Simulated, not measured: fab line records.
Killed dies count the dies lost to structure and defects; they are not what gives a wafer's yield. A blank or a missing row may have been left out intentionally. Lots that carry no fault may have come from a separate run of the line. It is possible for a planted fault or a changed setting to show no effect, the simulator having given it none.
fab line records | flow sky130
record: lots: 6 wafers: 18 last-day: 50
route steps=708 shown METAL2@491 PAD_OPEN@708
lots with no fault: from the same line, run without faults
start-h: hours from the record's opening day to when the first of the lot's shown wafers began | wait-h: hours from the lot's prior step to this one | " same as the row above | L1.1+2: a single row standing in for several wafers | - no value, or no start given | * or withheld: withheld | < > ~ a bound
route shown NAME@n: NAME is a module with steps in the file, n the number in the route of the first one | usual: mean/standard deviation of fault-free wafers | same: alike in all rows | chamber/n: place in a boat | sites: per-site readings | _std_site: how widely they spread, as a standard deviation | _edge_site: mean of outer sites minus mean of inner sites | radius-mm: how far each site lies from the wafer's centre | mask NAME#n: copy n | behind: the last tool/chamber to shape the wafer | hold: reason for holding the lot/hours on hold/outcome of the hold | device: names the non-switching transistor (n, p or np) | end of line: tests run on the same wafers once the route is complete | a step given without rows: its recipe and nothing more | killed: dies that structure and defects cost at the first sort, which is not the same as the wafer's yield | map: a wafer's dies, marking killed ones x, the rest . and places with no die _
set.NAME: the run value of the setting; set.NAME@STEP: its run value at that earlier step | model.NAME: the simulator's own value behind a step, which no gauge read
lots at some steps of the route; a table a step, a row a wafer
services: when a tool's chamber went out of use (start-h, in hours from the record's first day, below 0 if earlier), for how many hours, and the reason
== steps ==
step: SKY_METAL2_HMDS_08
recipe: prime-time-s: 60 prime-temp-c: 120
step: SKY_METAL2_COAT_09
recipe: resist: BARC temp-c: withheld time-s: withheld spin-rpm: 3000 resist-thk-nm: 60
step: SKY_METAL2_COAT_10
recipe: resist: KrF-thick spin-rpm: 3000 resist-thk-nm: 450
step: SKY_METAL2_SOFTBAKE_11
recipe: temp-c: 100 time-s: 90 resist: KrF-thick
step: SKY_METAL2_EXPOSE_12
recipe: mask-id: MM2 na: 0.8 source-shape: annular sigma-inner: 0.55 sigma-outer: 0.85 target-cd-nm: 140 dose-mj: 28
step: SKY_METAL2_PEB_13
recipe: peb-temp-c: withheld peb-time-s: withheld resist: KrF-thick
step: SKY_METAL2_DEVELOP_14
recipe: develop-time-s: 60 resist: KrF-thick dev-temp-c: 21
step: SKY_METAL2_CD_MEAS_15
recipe: target-cd-nm: 140
usual: cd-nm: 139.6/1.5
columns lot.wafer tool chamber start-h wait-h cd-nm
L745.2 cd-sem-01 - 875.61 - 140.9
L745.3 " - " " 140.9
L745.6 " - " " 140.8
L746.4 cd-sem-01 - 878.40 - 139.8
L746.5 " - " " 137.9
L746.6 " - " " 138.7
L748.1 cd-sem-02 - 887.90 - 138.4
L748.3 " - " " 137.8
L748.6 " - " " 139.0
L749.3 cd-sem-01 - 895.58 - 136.8
L749.4 " - " " 137.8
L749.6 " - " " 136.9
L752.1 cd-sem-01 - 914.21 - 140.0
L752.4 " - " " 140.2
L752.6 " - " " 140.9
L761.1 cd-sem-01 - 974.79 - 137.8
L761.4 " - " " 137.8
L761.5 " - " " 137.2
step: SKY_METAL2_OVL_MEAS_16
usual: METAL2_OVL: -5/5.6
columns lot.wafer tool chamber start-h wait-h METAL2_OVL[nm]
L745.2 overlay-01 - 875.71 0.1 -5
L745.3 " - " " -4
L745.6 " - " " -2
L746.4 overlay-01 - 878.47 0.1 -5
L746.5 " - " " -7
L746.6 " - " " 2
L748.1 overlay-02 - 888.02 0.1 -12
L748.3 " - " " -7
L748.6 " - " " -5
L749.3 overlay-01 - 895.67 0.1 -12
L749.4 " - " " -6
L749.6 " - " " 4
L752.1 overlay-02 - 914.33 0.1 -2
L752.4 " - " " -3
L752.6 " - " " -3
L761.1 overlay-01 - 974.91 0.1 8
L761.4 " - " " 11
L761.5 " - " " 8
step: SKY_METAL2_DESCUM_17
recipe: chemistry: O2 source-power-w: 150 bias-power-w: 0 pressure-mtorr: 10 temp-c: 40 time-s: 8
usual: drypump-motor-current-A: 5.9/0.46 oes-product-au: 1.000/0.0079
columns lot.wafer tool chamber start-h wait-h drypump-motor-current-A oes-product-au rf-hours-counter-h
L745.2 rie-metal-04 0 875.74 0.0 6.0 0.992 14
L745.3 " 1 " " 6.0 1.006 -
L745.6 " 1 " " 6.0 1.005 -
L746.4 rie-metal-04 1 878.50 0.0 6.0 1.007 -
L746.5 " 0 " " 6.0 0.989 -
L746.6 " 1 " " 6.0 1.000 -
L748.1 rie-metal-01 1 888.06 0.0 5.2 0.998 1
L748.3 " 0 " " 6.4 1.008 -
L748.6 " 0 " " 6.4 1.004 -
L749.3 rie-metal-04 0 895.70 0.0 6.0 0.997 -
L749.4 " 1 " " 6.0 0.999 -
L749.6 " 1 " " 6.0 1.004 -
L752.1 rie-metal-02 0 914.37 0.0 6.6 0.999 3
L752.4 " 0 " " 6.6 1.008 -
L752.6 " 0 " " 6.6 0.998 -
L761.1 rie-metal-02 0 974.94 0.0 6.6 0.990 5
L761.4 " 0 " " 6.6 0.987 -
L761.5 " 0 " " 6.6 0.989 -
step: SKY_METAL2_ETCH_18
recipe: chemistry: N2/H2 target: BARC ion-energy-ev: 200 bias-w: 100 pressure-mtorr: 30 n2-flow-sccm: 100 h2-flow-sccm: 200 icp-w: 500 stop-on: SiO2 time-s: 45.9 target-depth-a: 600
usual: drypump-motor-current-A: 5.9/0.46 oes-product-au: 0.854/0.005 throttle-valve-pct: 13.224/0.0099
columns lot.wafer tool chamber start-h wait-h drypump-motor-current-A oes-product-au rf-hours-counter-h throttle-valve-pct
L745.2 rie-metal-04 0 875.77 0.0 6.0 0.854 14 13.231
L745.3 " 1 " " 6.0 0.855 - 13.225
L745.6 " 1 " " 6.0 0.852 - 13.212
L746.4 rie-metal-04 1 878.54 0.0 6.0 0.848 - 13.219
L746.5 " 0 " " 6.0 0.858 - 13.220
L746.6 " 1 " " 6.0 0.854 - 13.202
L748.1 rie-metal-01 1 888.09 0.0 5.2 0.858 1 13.206
L748.3 " 0 " " 6.4 0.852 - 13.230
L748.6 " 0 " " 6.4 0.855 - 13.212
L749.3 rie-metal-04 0 895.74 0.0 6.0 0.848 - 13.233
L749.4 " 1 " " 6.0 0.860 - 13.225
L749.6 " 1 " " 6.0 0.854 - 13.227
L752.1 rie-metal-02 0 914.40 0.0 6.6 0.860 3 13.218
L752.4 " 0 " " 6.6 0.845 - 13.227
L752.6 " 0 " " 6.6 0.852 - 13.223
L761.1 rie-metal-02 0 974.97 0.0 6.6 0.863 5 13.233
L761.4 " 0 " " 6.6 0.852 - 13.227
L761.5 " 0 " " 6.6 0.845 - 13.241
step: SKY_METAL2_METAL_ETCH_19
recipe: target-depth-a: 3600 stop-on: SiO2 over-etch-frac: 0.3 time-s: 78 chemistry: Cl2/BCl3 resist-sidewall-deg: 88 pressure-mtorr: 10 icp-w: 900 bias-w: 48.5 Cl2_flow_sccm: 60 bcl3-flow-sccm: 30
usual: drypump-motor-current-A: 5.9/0.46 oes-product-au: 0.855/0.0056 throttle-valve-pct: 22.264/0.0092
columns lot.wafer tool chamber start-h wait-h drypump-motor-current-A oes-product-au rf-hours-counter-h throttle-valve-pct
L745.2 rie-metal-04 0 875.84 0.0 6.0 0.852 14 22.238
L745.3 " 1 " " 6.0 0.865 - 22.263
L745.6 " 1 " " 6.0 0.854 - 22.256
L746.4 rie-metal-04 1 878.62 0.1 6.0 0.869 - 22.274
L746.5 " 0 " " 6.0 0.842 - 22.261
L746.6 " 1 " " 6.0 0.853 - 22.261
L748.1 rie-metal-01 1 888.15 0.0 5.2 0.850 1 22.267
L748.3 " 0 " " 6.3 0.855 - 22.266
L748.6 " 0 " " 6.3 0.858 - 22.250
L749.3 rie-metal-04 0 895.82 0.1 6.0 0.844 - 22.263
L749.4 " 1 " " 6.0 0.857 - 22.268
L749.6 " 1 " " 6.0 0.857 - 22.274
L752.1 rie-metal-02 0 914.46 0.0 6.6 0.863 3 22.248
L752.4 " 0 " " 6.6 0.862 - 22.263
L752.6 " 0 " " 6.6 0.866 - 22.246
L761.1 rie-metal-02 0 975.04 0.0 6.6 0.846 5 22.267
L761.4 " 0 " " 6.6 0.851 - 22.262
L761.5 " 0 " " 6.6 0.854 - 22.263
step: SKY_METAL2_STRIP_20
recipe: chemistry: O2/N2 power-w: 1400 pressure-mtorr: 1500 platen-temp-c: withheld o2-flow-sccm: 3000 n2-flow-sccm: 300 overash-fraction: 0.5
usual: drypump-motor-current-A: 5.7/0.51 oes-product-au: 0.342/0.0049 overash-fraction: 0.5/0 strip-time-to-endpoint-s: 2.70/0.033
columns lot.wafer tool chamber start-h wait-h drypump-motor-current-A oes-product-au overash-fraction rf-hours-counter-h strip-time-to-endpoint-s
L745.2 plasma-asher-01 0 875.93 0.1 5.7 0.349 0.5 76 2.76
L745.3 " 1 " " 6.5 0.344 0.5 - 2.69
L745.6 " 1 " " 6.5 0.338 0.5 - 2.66
L746.4 plasma-asher-02 0 878.71 0.1 5.2 0.343 0.5 - 2.71
L746.5 " 0 " " 5.2 0.335 0.5 - 2.76
L746.6 " 1 " " 5.6 0.338 0.5 - 2.69
L748.1 plasma-asher-02 1 888.24 0.1 5.6 0.340 0.5 43 2.70
L748.3 " 0 " " 5.2 0.339 0.7 - 2.69
L748.6 " 1 " " 5.5 0.346 0.5 - 2.70
L749.3 plasma-asher-01 0 895.91 0.1 5.7 0.344 0.5 - 2.74
L749.4 " 1 " " 6.5 0.342 0.5 - 2.68
L749.6 " 0 " " 5.7 0.343 0.5 - 2.68
L752.1 plasma-asher-02 0 914.55 0.1 5.2 0.351 0.7 46 2.68
L752.4 " 1 " " 5.5 0.336 0.5 - 2.67
L752.6 " 0 " " 5.2 0.343 0.7 - 2.65
L761.1 plasma-asher-02 0 975.13 0.1 5.2 0.349 0.5 51 2.72
L761.4 " 0 " " 5.2 0.339 0.5 - 2.72
L761.5 " 1 " " 5.5 0.350 0.5 - 2.70
step: SKY_METAL2_STRIP_21
recipe: chemistry: post-etch-residue-remover time-s: 1200 temp-c: 72.5
step: SKY_PAD_OPEN_PROBE_99
usual: defect-limited-yield: 82.5/1.9 killed_at_M0_to_M3: 44/6.4 killed_at_M4_up: 3.4/2.1 killed-at-contacts: 23/5 killed-at-front-end: 15/4.5 killed-at-other: 0.3/0.54 killed-dies: 86/9.5 killed-on-rim: 17/3.9 killed-open: 48/6.9 killed-short: 38/5.9 sort_bin_3_pad_short: 0.8/0.44 sort_bin_5_function: 10.5/1.6 sort_bin_6_memory: 6.1/1.1 sort-n-pass: 406/9.5 sort-yield-pct: 82.5/1.9
same: gross-dies: 492 killed-at-back-side: 0 sort_bin_4_leakage[%]: 0 sort_bin_8_speed[%]: 0
columns lot.wafer tool chamber start-h wait-h defect-limited-yield[%] killed_at_M0_to_M3 killed_at_M4_up killed-at-contacts killed-at-front-end killed-at-other killed-dies killed-on-rim killed-open killed-short sort_bin_3_pad_short[%] sort_bin_5_function[%] sort_bin_6_memory[%] sort-n-pass sort-yield-pct[%]
L745.2 prober-02 - 1115.94 0.1 78.0 58 0 28 22 0 108 22 61 47 1.8 11.6 8.5 384 78.0
L745.3 prober-02 - 1115.99 0.2 78.9 39 0 34 31 0 104 19 62 40 0.4 12.4 8.3 388 78.9
L745.6 prober-02 - 1116.14 0.2 80.5 52 4 28 11 1 96 19 47 49 0.8 12.8 5.9 396 80.5
L746.4 prober-01 - 1119.60 0.2 84.3 44 3 15 14 1 77 13 47 30 0.4 9.8 5.5 415 84.3
L746.5 prober-01 - 1119.65 0.2 83.5 42 7 19 13 0 81 16 45 36 0.6 11.4 4.5 411 83.5
L746.6 prober-01 - 1119.70 0.2 83.7 38 4 23 15 0 80 18 45 35 0.2 9.1 6.9 412 83.7
L748.1 prober-02 - 1126.73 0.1 83.5 38 0 29 14 0 81 12 44 37 0.6 8.7 7.1 411 83.5
L748.3 prober-02 - 1126.83 0.2 81.3 47 2 34 8 1 92 17 63 29 0.4 11.2 7.1 400 81.3
L748.6 prober-02 - 1126.98 0.2 83.7 39 4 26 11 0 80 13 42 38 0.4 11.0 4.9 412 83.7
L749.3 prober-01 - 1133.52 0.2 85.2 41 2 19 11 0 73 13 41 32 1.0 8.7 5.1 419 85.2
L749.4 prober-01 - 1133.57 0.2 82.1 41 5 24 16 2 88 19 49 37 1.4 10.8 5.7 404 82.1
L749.6 prober-01 - 1133.67 0.2 80.9 43 4 25 22 0 94 16 58 35 0.6 12.4 6.1 398 80.9
L752.1 prober-02 - 1147.58 0.1 78.3 55 6 28 17 1 107 15 67 38 0.4 13.0 8.3 385 78.3
L752.4 prober-02 - 1147.73 0.2 79.5 59 4 19 19 0 101 21 52 47 1.2 13.0 6.3 391 79.5
L752.6 prober-02 - 1147.83 0.2 78.9 56 2 19 27 0 104 19 48 56 1.6 13.2 6.3 388 78.9
L761.1 prober-01 - 1190.05 0.1 83.3 44 5 16 16 1 82 14 45 37 0.6 8.7 7.3 410 83.3
L761.4 prober-01 - 1190.20 0.2 82.7 48 6 23 7 1 85 20 53 32 0.4 9.1 7.7 407 82.7
L761.5 prober-01 - 1190.25 0.2 83.7 33 1 27 19 0 80 17 45 35 0.6 12.4 3.3 412 83.7
killed by level:class
L745.2 VIA1:geometric-particle:open=13 CONTACT:geometric-particle:open=10 METAL1:geometric-particle:short=10 LOCAL_INTERCONNECT:geometric-particle:short=8 VIA2:geometric-particle:open=8 LI_CONTACT:geometric-particle:open=6 VIA3:geometric-particle:open=6 FIELD_ISO:geometric-particle:open=5
L745.3 VIA1:geometric-particle:open=12 LI_CONTACT:geometric-particle:open=11 CONTACT:geometric-particle:open=11 FIELD_ISO:geometric-particle:short=10 FIELD_ISO:geometric-particle:open=9 METAL2:geometric-particle:short=6 POLY_GATE:geometric-particle:open=5 LI_CONTACT:geometric-particle:short=5
L745.6 METAL2:geometric-particle:short=10 VIA3:geometric-particle:open=10 CONTACT:geometric-particle:open=8 VIA1:geometric-particle:open=7 LI_CONTACT:geometric-particle:open=6 LOCAL_INTERCONNECT:geometric-particle:short=6 METAL1:geometric-particle:short=6 CONTACT:geometric-particle:short=5
L746.4 VIA1:geometric-particle:open=17 VIA3:geometric-particle:open=8 POLY_GATE:geometric-particle:short=6 LI_CONTACT:geometric-particle:open=6 METAL2:geometric-particle:short=5 CONTACT:geometric-particle:open=4 VIA2:geometric-particle:open=4 FIELD_ISO:geometric-particle:open=3
L746.5 VIA2:geometric-particle:open=9 VIA1:geometric-particle:open=9 VIA3:geometric-particle:open=6 CONTACT:geometric-particle:short=6 LOCAL_INTERCONNECT:geometric-particle:short=5 METAL1:geometric-particle:short=5 POLY_GATE:geometric-particle:short=4 CONTACT:geometric-particle:open=4
L746.6 VIA1:geometric-particle:open=14 VIA2:geometric-particle:open=7 CONTACT:geometric-particle:short=7 POLY_GATE:geometric-particle:open=4 LI_CONTACT:geometric-particle:open=4 LOCAL_INTERCONNECT:geometric-particle:short=4 CONTACT:geometric-particle:open=4 VIA3:geometric-particle:open=4
L748.1 VIA1:geometric-particle:open=10 CONTACT:geometric-particle:open=9 FIELD_ISO:geometric-particle:short=7 LI_CONTACT:geometric-particle:open=7 VIA2:geometric-particle:open=7 CONTACT:geometric-particle:short=6 METAL1:geometric-particle:short=6 LOCAL_INTERCONNECT:geometric-particle:short=4
L748.3 CONTACT:geometric-particle:open=16 VIA1:geometric-particle:open=14 VIA3:geometric-particle:open=10 LI_CONTACT:geometric-particle:open=7 CONTACT:geometric-particle:short=7 VIA2:geometric-particle:open=6 METAL1:geometric-particle:short=5 VIA3:geometric-particle:short=3
L748.6 LI_CONTACT:geometric-particle:open=10 VIA1:geometric-particle:open=9 VIA3:geometric-particle:open=7 POLY_GATE:geometric-particle:short=6 CONTACT:geometric-particle:open=6 VIA2:geometric-particle:open=6 LI_CONTACT:geometric-particle:short=5 VIA2:geometric-particle:short=5
L749.3 VIA1:geometric-particle:open=16 CONTACT:geometric-particle:open=9 FIELD_ISO:geometric-particle:short=7 VIA1:geometric-particle:short=6 METAL1:geometric-particle:short=4 VIA2:geometric-particle:open=3 LI_CONTACT:geometric-particle:open=3 LOCAL_INTERCONNECT:geometric-particle:short=3
L749.4 VIA2:geometric-particle:open=10 LI_CONTACT:geometric-particle:open=9 VIA1:geometric-particle:open=9 FIELD_ISO:geometric-particle:short=5 LOCAL_INTERCONNECT:geometric-particle:short=5 FIELD_ISO:geometric-particle:open=4 CONTACT:geometric-particle:open=4 POLY_GATE:geometric-particle:short=4
L749.6 LI_CONTACT:geometric-particle:open=12 VIA2:geometric-particle:open=10 VIA1:geometric-particle:open=8 FIELD_ISO:geometric-particle:open=7 CONTACT:geometric-particle:open=7 POLY_GATE:geometric-particle:open=6 METAL3:geometric-particle:short=6 VIA1:geometric-particle:short=5
L752.1 CONTACT:geometric-particle:open=12 VIA3:geometric-particle:open=11 VIA1:geometric-particle:open=11 VIA2:geometric-particle:open=11 METAL2:geometric-particle:short=7 FIELD_ISO:geometric-particle:open=6 VIA2:geometric-particle:short=6 POLY_GATE:geometric-particle:open=5
L752.4 VIA1:geometric-particle:open=24 METAL2:geometric-particle:short=7 VIA3:geometric-particle:open=7 METAL1:geometric-particle:short=6 POLY_GATE:geometric-particle:short=6 LOCAL_INTERCONNECT:geometric-particle:short=5 CONTACT:geometric-particle:short=5 CONTACT:geometric-particle:open=5
L752.6 METAL1:geometric-particle:short=11 VIA1:geometric-particle:open=10 METAL2:geometric-particle:short=10 CONTACT:geometric-particle:open=7 POLY_GATE:geometric-particle:short=5 POLY_GATE:geometric-particle:open=4 VIA3:geometric-particle:open=4 VIA2:geometric-particle:open=4
L761.1 VIA1:geometric-particle:open=12 VIA3:geometric-particle:open=7 VIA2:geometric-particle:open=6 LOCAL_INTERCONNECT:geometric-particle:short=6 CONTACT:geometric-particle:open=5 POLY_GATE:geometric-particle:short=4 METAL4:geometric-particle:short=4 METAL3:geometric-particle:short=3
L761.4 CONTACT:geometric-particle:open=12 VIA1:geometric-particle:open=10 VIA2:geometric-particle:open=9 VIA3:geometric-particle:open=9 VIA1:geometric-particle:short=6 METAL2:geometric-particle:short=5 CONTACT:geometric-particle:short=4 METAL1:geometric-particle:short=4
L761.5 CONTACT:geometric-particle:open=10 LOCAL_INTERCONNECT:geometric-particle:short=8 VIA1:geometric-particle:open=8 VIA2:geometric-particle:open=8 FIELD_ISO:geometric-particle:short=6 VIA3:geometric-particle:open=5 CONTACT:geometric-particle:short=5 VIA1:geometric-particle:short=4
== services ==
columns tool chamber start-h hours kind
rie-metal-02 0 883.75 9.9 repair
rie-metal-01 1 895.68 5.8 repair
rie-metal-01 - 897.61 0.5 repair
plasma-asher-01 - 925.21 3.6 repair
rie-metal-02 - 938.92 0.7 repair
rie-metal-01 - 942.45 2.6 repair
rie-metal-01 - 942.82 0.3 repair
plasma-asher-01 - 945.77 7.7 repair
plasma-asher-02 - 963.70 4.3 repair
== key ==
first-sign: step: SKY_METAL2_STRIP_20 reading: overash-fraction direction: up sigmas: 99+ usual: 0.5 struck: 0.7
effect none on later readings
met-at SKY_METAL2_STRIP_20
struck-wafers L748.3,L752.1,L752.6
onset-between 878.71 888.24
fault: kind: process-parameter-drift tool: plasma-asher-02 chamber: 0 onset-h: 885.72 steps: SKY_METAL2_STRIP_20 channel: overash-fraction offset: 0.2 shape: step end-h: 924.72 acts-in: these-recipes-only stated: 0.5
